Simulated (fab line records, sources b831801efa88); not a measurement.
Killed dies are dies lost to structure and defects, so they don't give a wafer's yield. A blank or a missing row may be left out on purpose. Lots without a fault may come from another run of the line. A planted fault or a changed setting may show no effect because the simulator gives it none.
Which tool did it? | flow sky130 | 11 lots, 33 wafers sampled, at 5 steps of a route of 708

WHAT THE GAUGES READ, wafer by wafer
SKY_METAL1_CD_MEAS_15: target cd 140 nm. Usual: cd_nm 139.5 nm, standard deviation 1.4.
lot  | measured     | on        | cd_nm (nm)        | flag
L200 | day 33 15:56 | cd_sem-01 | 137.4 139.0 138.9 |
L201 | day 33 22:34 | cd_sem-02 | 138.4 141.0 140.3 |
L202 | day 34 08:45 | cd_sem-01 | 137.8 138.8 139.1 |
L203 | day 34 18:02 | cd_sem-01 | 139.2 138.1 139.7 |
L204 | day 35 02:51 | cd_sem-01 | 139.2 138.7 137.6 |
L205 | day 35 06:34 | cd_sem-02 | 138.5 139.4 140.3 |
L214 | day 38 02:53 | cd_sem-02 | 141.2 140.2 140.7 |
L217 | day 39 00:04 | cd_sem-02 | 138.0 138.9 137.9 |
L218 | day 39 12:39 | cd_sem-02 | 139.1 139.8 140.9 |
L220 | day 39 17:10 | cd_sem-02 | 138.9 137.2 139.3 |
L223 | day 40 19:05 | cd_sem-02 | 143.5 143.3 142.7 |

SKY_VIA1_THK_MEAS_01. Usual: VIA1_HDPCVD_THK 1033 nm, standard deviation 12.
lot  | measured     | on            | VIA1_HDPCVD_THK (nm) | flag
L200 | day 33 16:58 | film_metro-04 | 1043 1036 1023       |
L201 | day 33 23:59 | film_metro-04 | 1035 1026 1027       |
L202 | day 34 10:16 | film_metro-04 | 1052 1034 1046       |
L203 | day 34 19:08 | film_metro-01 | 1041 1036 1042       |
L204 | day 35 04:25 | film_metro-03 | 1032 1040 1026       |
L205 | day 35 08:10 | film_metro-04 | 1051 1027 1033       |
L214 | day 38 03:55 | film_metro-03 | 1046 518 1046        | OFF
L217 | day 39 01:23 | film_metro-04 | 1035 1026 1038       |
L218 | day 39 13:42 | film_metro-04 | 1027 1034 1012       |
L220 | day 39 18:12 | film_metro-01 | 1017 1018 1025       |
L223 | day 40 20:10 | film_metro-03 | 1028 1028 1031       |

WHICH TOOL RAN EACH LOT (tool, then ch and the chambers of the sampled wafers, then the start)
lot  | SKY_METAL1_METAL_ETCH_19          | SKY_METAL1_STRIP_20                  | SKY_VIA1_HDPCVD_00
L200 | rie_metal-02 ch 0,1, day 33 16:10 | plasma_asher-04 ch 0,1, day 33 16:15 | hdpcvd-01 ch 0,1,2, day 33 16:50
L201 | rie_metal-04 ch 0,1, day 33 22:48 | plasma_asher-02 ch 0,1, day 33 22:53 | hdpcvd-01 ch 0,1,2, day 33 23:51
L202 | rie_metal-01 ch 0,1, day 34 08:59 | plasma_asher-02 ch 0,1, day 34 09:05 | hdpcvd-01 ch 0,2, day 34 10:08
L203 | rie_metal-04 ch 1, day 34 18:16   | plasma_asher-02 ch 0,1, day 34 18:21 | hdpcvd-01 ch 0,2, day 34 18:57
L204 | rie_metal-01 ch 0,1, day 35 03:08 | plasma_asher-01 ch 0,1, day 35 03:14 | hdpcvd-02 ch 0,2, day 35 04:17
L205 | rie_metal-01 ch 0,1, day 35 06:51 | plasma_asher-01 ch 0,1, day 35 06:58 | hdpcvd-02 ch 0,2, day 35 08:00
L214 | rie_metal-01 ch 0,1, day 38 03:07 | plasma_asher-04 ch 0, day 38 03:13   | hdpcvd-01 ch 0,2, day 38 03:48
L217 | rie_metal-02 ch 1, day 39 00:25   | plasma_asher-01 ch 0,1, day 39 00:36 | hdpcvd-02 ch 0,2, day 39 01:16
L218 | rie_metal-04 ch 0,1, day 39 12:53 | plasma_asher-04 ch 0,1, day 39 12:59 | hdpcvd-02 ch 0,1,2, day 39 13:32
L220 | rie_metal-04 ch 0,1, day 39 17:25 | plasma_asher-01 ch 0,1, day 39 17:30 | hdpcvd-02 ch 1,2, day 39 18:05
L223 | rie_metal-04 ch 0, day 40 19:19   | plasma_asher-01 ch 0, day 40 19:24   | hdpcvd-02 ch 0,2, day 40 20:03
- SKY_METAL1_METAL_ETCH_19: etches the open film in Cl2/BCl3, stops on SiO2, target depth 360 nm, time 78 s.
- SKY_METAL1_STRIP_20: strips in O2/N2.
- SKY_VIA1_HDPCVD_00: deposits SiO2, target thk 1030 nm, time 171.7 s.

WHAT THE TOOLS THEMSELVES READ (means of the sampled wafers that have a number; where no wafer has one, the mark that the record gives instead)
SKY_METAL1_METAL_ETCH_19. Usual: drypump_motor_current_A 5.5 A, standard deviation 0.52; oes_product_au 0.855 a.u., standard deviation 0.0058; throttle_valve_pct 22.263 %, standard deviation 0.0087.
lot  | tool         | drypump_motor_current_A (A) | oes_product_au (a.u.) | throttle_valve_pct (%) | flag
L200 | rie_metal-02 | 5.3                         | 0.856                 | 22.259                 |
L201 | rie_metal-04 | 6.0                         | 0.858                 | 22.271                 |
L202 | rie_metal-01 | 5.2                         | 0.851                 | 22.253                 |
L203 | rie_metal-04 | 5.2                         | 0.860                 | 22.259                 |
L204 | rie_metal-01 | 5.4                         | 0.852                 | 22.263                 |
L205 | rie_metal-01 | 5.5                         | 0.850                 | 22.259                 |
L214 | rie_metal-01 | 5.2                         | 0.860                 | 22.266                 |
L217 | rie_metal-02 | 5.0                         | 0.860                 | 22.260                 |
L218 | rie_metal-04 | 6.0                         | 0.866                 | 22.259                 |
L220 | rie_metal-04 | 6.0                         | 0.856                 | 22.262                 |
L223 | rie_metal-04 | 6.4                         | 0.859                 | 22.252                 |

SKY_METAL1_STRIP_20. Usual: drypump_motor_current_A 5.78 A, standard deviation 0.29; oes_product_au 0.342 a.u., standard deviation 0.0046; strip_time_to_endpoint_s 2.69 s, standard deviation 0.049.
lot  | tool            | drypump_motor_current_A (A) | oes_product_au (a.u.) | strip_time_to_endpoint_s (s) | flag
L200 | plasma_asher-04 | 5.64                        | 0.343                 | 2.68                         |
L201 | plasma_asher-02 | 5.92                        | 0.343                 | 2.73                         |
L202 | plasma_asher-02 | 5.75                        | 0.344                 | 2.68                         |
L203 | plasma_asher-02 | 5.90                        | 0.342                 | 2.73                         |
L204 | plasma_asher-01 | 5.95                        | 0.341                 | 2.62                         |
L205 | plasma_asher-01 | 5.94                        | 0.338                 | 2.67                         |
L214 | plasma_asher-04 | 5.19                        | 0.344                 | 2.65                         |
L217 | plasma_asher-01 | 5.86                        | 0.342                 | 2.74                         |
L218 | plasma_asher-04 | 5.63                        | 0.343                 | 2.70                         |
L220 | plasma_asher-01 | 5.93                        | 0.343                 | 2.75                         |
L223 | plasma_asher-01 | 5.99                        | 0.343                 | 2.71                         |

SKY_VIA1_HDPCVD_00. Usual: sih4_flow_sccm 60.01 sccm, standard deviation 0.2.
lot  | tool      | sih4_flow_sccm (sccm) | flag
L200 | hdpcvd-01 | 60.10                 |
L201 | hdpcvd-01 | 60.06                 |
L202 | hdpcvd-01 | 60.00                 |
L203 | hdpcvd-01 | 60.07                 |
L204 | hdpcvd-02 | 60.14                 |
L205 | hdpcvd-02 | 59.86                 |
L214 | hdpcvd-01 | 50.13                 | OFF
L217 | hdpcvd-02 | 60.09                 |
L218 | hdpcvd-02 | 59.89                 |
L220 | hdpcvd-02 | 60.02                 |
L223 | hdpcvd-02 | 59.91                 |

THE ANSWER, worked out from the rows above alone
Rule: a lot is off if the mean of its wafers that have a number lies more than 3 standard deviations from the usual mean. A lot without any number at a reading at which 4 lots or more have one is off too. The other lots that the step has rows for count as sound. The gauges are gone through in route order, then the tools' own readings, and for those a lot's mean is taken as printed above. The first step at which some lot is off is used, and at that step the reading that is off furthest; a lot without a number counts as furthest.
Off: L214, at SKY_VIA1_THK_MEAS_01 (VIA1_HDPCVD_THK).
A tool fits if, at a process step before that reading, it ran every lot that is off, and no sound lot after the first of them. The gauges at SKY_VIA1_THK_MEAS_01 aren't tried: what is off there is off at SKY_VIA1_HDPCVD_00 too, on other tools, and a gauge's error can't cause that. Can't be told from this: 2 tools fit, rie_metal-01 at SKY_METAL1_METAL_ETCH_19, hdpcvd-01 at SKY_VIA1_HDPCVD_00.

WHAT THE SIMULATOR HAD PUT IN
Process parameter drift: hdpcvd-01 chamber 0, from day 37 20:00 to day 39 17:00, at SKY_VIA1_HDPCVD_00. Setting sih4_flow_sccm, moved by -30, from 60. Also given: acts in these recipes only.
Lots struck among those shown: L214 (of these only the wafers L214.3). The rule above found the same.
